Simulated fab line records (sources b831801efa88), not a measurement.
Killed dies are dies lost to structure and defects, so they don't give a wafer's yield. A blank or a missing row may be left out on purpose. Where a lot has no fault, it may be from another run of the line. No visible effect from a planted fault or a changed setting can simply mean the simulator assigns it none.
Which tool did it? || flow sky130 || 12 lots, 36 wafers sampled, at 3 steps of a route of 708

== WHAT EACH GAUGE READ, for each wafer ==
SKY_CAPM_OVL_MEAS_12. Usual: for CAPM_OVL the level is 0.4 nm and the standard deviation is 1.2.
{"lot": "L387", "measured": "day 37 13:26", "on": "overlay-02", "CAPM_OVL (nm)": "-0.4 -0.4 -0.4", "flag": ""}
{"lot": "L389", "measured": "day 38 14:58", "on": "overlay-01", "CAPM_OVL (nm)": "-1.1 -0.8 -0.1", "flag": ""}
{"lot": "L390", "measured": "day 38 20:58", "on": "overlay-01", "CAPM_OVL (nm)": "2.2 3.0 1.1", "flag": ""}
{"lot": "L391", "measured": "day 39 04:01", "on": "overlay-02", "CAPM_OVL (nm)": "-0.2 -1.0 -0.5", "flag": ""}
{"lot": "L392", "measured": "day 39 13:51", "on": "overlay-01", "CAPM_OVL (nm)": "0.5 2.0 1.4", "flag": ""}
{"lot": "L394", "measured": "day 40 05:35", "on": "overlay-02", "CAPM_OVL (nm)": "1.8 1.4 1.1", "flag": ""}
{"lot": "L397", "measured": "day 41 06:59", "on": "overlay-01", "CAPM_OVL (nm)": "1.0 -0.3 0.5", "flag": ""}
{"lot": "L400", "measured": "day 41 14:53", "on": "overlay-01", "CAPM_OVL (nm)": "1.3 2.1 2.7", "flag": ""}
{"lot": "L401", "measured": "day 41 22:08", "on": "overlay-02", "CAPM_OVL (nm)": "1.2 -1.1 -0.3", "flag": ""}
{"lot": "L404", "measured": "day 42 17:16", "on": "overlay-02", "CAPM_OVL (nm)": "2.4 1.6 2.1", "flag": ""}
{"lot": "L408", "measured": "day 43 20:29", "on": "overlay-01", "CAPM_OVL (nm)": "-0.5 0.4 1.2", "flag": ""}
{"lot": "L409", "measured": "day 43 23:37", "on": "overlay-02", "CAPM_OVL (nm)": "0.1 -0.3 0.5", "flag": ""}

== EACH LOT AND THE TOOL THAT RAN IT (in order: tool; ch and the chambers of the sampled wafers; start) ==
{"lot": "L387", "SKY_FIELD_ISO_ETCH_14": "rie-diel-02 ch 1,2, day 2 08:48", "SKY_METAL2_SPUTTER_04": "pvd-sputter-02, day 34 03:53"}
{"lot": "L389", "SKY_FIELD_ISO_ETCH_14": "rie-diel-02 ch 1,3, day 2 20:45", "SKY_METAL2_SPUTTER_04": "pvd-sputter-02, day 35 06:59"}
{"lot": "L390", "SKY_FIELD_ISO_ETCH_14": "rie-diel-04 ch 0,3, day 3 02:35", "SKY_METAL2_SPUTTER_04": "pvd-sputter-01, day 35 12:14"}
{"lot": "L391", "SKY_FIELD_ISO_ETCH_14": "rie-diel-01 ch 2,3, day 3 06:53", "SKY_METAL2_SPUTTER_04": "pvd-sputter-02, day 35 20:02"}
{"lot": "L392", "SKY_FIELD_ISO_ETCH_14": "rie-diel-01 ch 0,1,3, day 3 11:38", "SKY_METAL2_SPUTTER_04": "pvd-sputter-02, day 36 05:50"}
{"lot": "L394", "SKY_FIELD_ISO_ETCH_14": "rie-diel-04 ch 0,1,2, day 3 23:05", "SKY_METAL2_SPUTTER_04": "pvd-sputter-02, day 36 19:10"}
{"lot": "L397", "SKY_FIELD_ISO_ETCH_14": "rie-diel-02 ch 2,3, day 4 17:14", "SKY_METAL2_SPUTTER_04": "pvd-sputter-03, day 37 22:26"}
{"lot": "L400", "SKY_FIELD_ISO_ETCH_14": "rie-diel-01 ch 0,3, day 5 06:26", "SKY_METAL2_SPUTTER_04": "pvd-sputter-01, day 38 10:11"}
{"lot": "L401", "SKY_FIELD_ISO_ETCH_14": "rie-diel-04 ch 0,2,3, day 5 12:08", "SKY_METAL2_SPUTTER_04": "pvd-sputter-01, day 38 17:47"}
{"lot": "L404", "SKY_FIELD_ISO_ETCH_14": "rie-diel-04 ch 0,1,2, day 6 02:50", "SKY_METAL2_SPUTTER_04": "pvd-sputter-01, day 39 13:59"}
{"lot": "L408", "SKY_FIELD_ISO_ETCH_14": "rie-diel-01 ch 0,2,3, day 6 23:14", "SKY_METAL2_SPUTTER_04": "pvd-sputter-02, day 40 17:50"}
{"lot": "L409", "SKY_FIELD_ISO_ETCH_14": "rie-diel-02 ch 1,2,3, day 7 05:41", "SKY_METAL2_SPUTTER_04": "pvd-sputter-01, day 40 23:29"}
- SKY_FIELD_ISO_ETCH_14: etches BARC in N2/H2, stops on SiO2, time 45.9 s, target depth 60 nm.
- SKY_METAL2_SPUTTER_04: material TiN, target thk 70 nm, time 56.63 s.

== WHAT THE TOOLS THEMSELVES READ (means of the sampled wafers that have a number; where no wafer has one, the mark that the record gives instead) ==
SKY_FIELD_ISO_ETCH_14. Usual: chamber-pressure-mTorr 29.998 mTorr, standard deviation 0.026; drypump-motor-current-A 5.5 A, standard deviation 0.43; oes-product-au 0.855 a.u., standard deviation 0.0044; rf-fwd-power-W 495.0 W, standard deviation 2.4; throttle-valve-pct 13.225 %, standard deviation 0.0087.
{"lot": "L387", "tool": "rie-diel-02", "chamber-pressure-mTorr (mTorr)": 29.983, "drypump-motor-current-A (A)": 5.3, "oes-product-au (a.u.)": 0.852, "rf-fwd-power-W (W)": 494.2, "throttle-valve-pct (%)": 13.212, "flag": ""}
{"lot": "L389", "tool": "rie-diel-02", "chamber-pressure-mTorr (mTorr)": 29.986, "drypump-motor-current-A (A)": 4.9, "oes-product-au (a.u.)": 0.854, "rf-fwd-power-W (W)": 496.8, "throttle-valve-pct (%)": 13.228, "flag": ""}
{"lot": "L390", "tool": "rie-diel-04", "chamber-pressure-mTorr (mTorr)": 30.005, "drypump-motor-current-A (A)": 6.1, "oes-product-au (a.u.)": 0.855, "rf-fwd-power-W (W)": 495.8, "throttle-valve-pct (%)": 13.224, "flag": ""}
{"lot": "L391", "tool": "rie-diel-01", "chamber-pressure-mTorr (mTorr)": 30.016, "drypump-motor-current-A (A)": 5.7, "oes-product-au (a.u.)": 0.856, "rf-fwd-power-W (W)": 495.0, "throttle-valve-pct (%)": 13.230, "flag": ""}
{"lot": "L392", "tool": "rie-diel-01", "chamber-pressure-mTorr (mTorr)": 30.002, "drypump-motor-current-A (A)": 5.7, "oes-product-au (a.u.)": 0.856, "rf-fwd-power-W (W)": 496.8, "throttle-valve-pct (%)": 13.229, "flag": ""}
{"lot": "L394", "tool": "rie-diel-04", "chamber-pressure-mTorr (mTorr)": 29.989, "drypump-motor-current-A (A)": 5.6, "oes-product-au (a.u.)": 0.856, "rf-fwd-power-W (W)": 493.7, "throttle-valve-pct (%)": 13.234, "flag": ""}
{"lot": "L397", "tool": "rie-diel-02", "chamber-pressure-mTorr (mTorr)": 30.020, "drypump-motor-current-A (A)": 4.9, "oes-product-au (a.u.)": 0.854, "rf-fwd-power-W (W)": 495.1, "throttle-valve-pct (%)": 13.226, "flag": ""}
{"lot": "L400", "tool": "rie-diel-01", "chamber-pressure-mTorr (mTorr)": 30.013, "drypump-motor-current-A (A)": 5.6, "oes-product-au (a.u.)": 0.853, "rf-fwd-power-W (W)": 496.1, "throttle-valve-pct (%)": 13.224, "flag": ""}
{"lot": "L401", "tool": "rie-diel-04", "chamber-pressure-mTorr (mTorr)": 29.999, "drypump-motor-current-A (A)": 5.7, "oes-product-au (a.u.)": 0.852, "rf-fwd-power-W (W)": 469.8, "throttle-valve-pct (%)": 13.225, "flag": "OFF"}
{"lot": "L404", "tool": "rie-diel-04", "chamber-pressure-mTorr (mTorr)": 29.996, "drypump-motor-current-A (A)": 5.5, "oes-product-au (a.u.)": 0.855, "rf-fwd-power-W (W)": 469.8, "throttle-valve-pct (%)": 13.224, "flag": "OFF"}
{"lot": "L408", "tool": "rie-diel-01", "chamber-pressure-mTorr (mTorr)": 30.016, "drypump-motor-current-A (A)": 5.6, "oes-product-au (a.u.)": 0.857, "rf-fwd-power-W (W)": 496.9, "throttle-valve-pct (%)": 13.227, "flag": ""}
{"lot": "L409", "tool": "rie-diel-02", "chamber-pressure-mTorr (mTorr)": 30.001, "drypump-motor-current-A (A)": 5.1, "oes-product-au (a.u.)": 0.855, "rf-fwd-power-W (W)": 493.8, "throttle-valve-pct (%)": 13.220, "flag": ""}

SKY_METAL2_SPUTTER_04. Usual: throttle-valve-pct at 30.0 %, with a standard deviation of 1.2.
{"lot": "L387", "tool": "pvd-sputter-02", "throttle-valve-pct (%)": 29.6, "flag": ""}
{"lot": "L389", "tool": "pvd-sputter-02", "throttle-valve-pct (%)": 30.4, "flag": ""}
{"lot": "L390", "tool": "pvd-sputter-01", "throttle-valve-pct (%)": 30.4, "flag": ""}
{"lot": "L391", "tool": "pvd-sputter-02", "throttle-valve-pct (%)": 28.9, "flag": ""}
{"lot": "L392", "tool": "pvd-sputter-02", "throttle-valve-pct (%)": 30.4, "flag": ""}
{"lot": "L394", "tool": "pvd-sputter-02", "throttle-valve-pct (%)": 30.2, "flag": ""}
{"lot": "L397", "tool": "pvd-sputter-03", "throttle-valve-pct (%)": 30.3, "flag": ""}
{"lot": "L400", "tool": "pvd-sputter-01", "throttle-valve-pct (%)": 30.6, "flag": ""}
{"lot": "L401", "tool": "pvd-sputter-01", "throttle-valve-pct (%)": 30.6, "flag": ""}
{"lot": "L404", "tool": "pvd-sputter-01", "throttle-valve-pct (%)": 30.6, "flag": ""}
{"lot": "L408", "tool": "pvd-sputter-02", "throttle-valve-pct (%)": 30.4, "flag": ""}
{"lot": "L409", "tool": "pvd-sputter-01", "throttle-valve-pct (%)": 30.5, "flag": ""}

== THE ANSWER, worked out from the rows above alone ==
Rule: lot off if the mean of its wafers having a number is beyond 3 standard deviations from the usual mean. Also off: a lot with no number at a reading for which 4 or more lots have one. All remaining lots with rows at the step are treated as sound. The gauges are gone through in route order, then the tools' own readings, and for those a lot's mean is taken as printed above. At the first step where some lot is off, the reading lying furthest off is the one used; lots without a number count as furthest.
Off at SKY_FIELD_ISO_ETCH_14 (rf-fwd-power-W): L401, L404.
If a tool, at that step or one of the process steps before it, ran each lot that is off and ran no sound lot following the first of them, it fits. One fits: SKY_FIELD_ISO_ETCH_14 on rie-diel-04. Its last sound lot is L394 (day 3 23:05), its first lot that is off L401 (day 5 12:08): a fault that began between those two fits.
On the lots that are off, the tool's own readings at SKY_FIELD_ISO_ETCH_14 differ by more than 5 times the standard deviation of the sound lots' means, which bears it out; rf-fwd-power-W reads 469.8 W there versus 495.4 W on the sound lots.

== WHAT THE SIMULATOR HAD PUT IN ==
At SKY_FIELD_ISO_ETCH_14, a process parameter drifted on rie-diel-04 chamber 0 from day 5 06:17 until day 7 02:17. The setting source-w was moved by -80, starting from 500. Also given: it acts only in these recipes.
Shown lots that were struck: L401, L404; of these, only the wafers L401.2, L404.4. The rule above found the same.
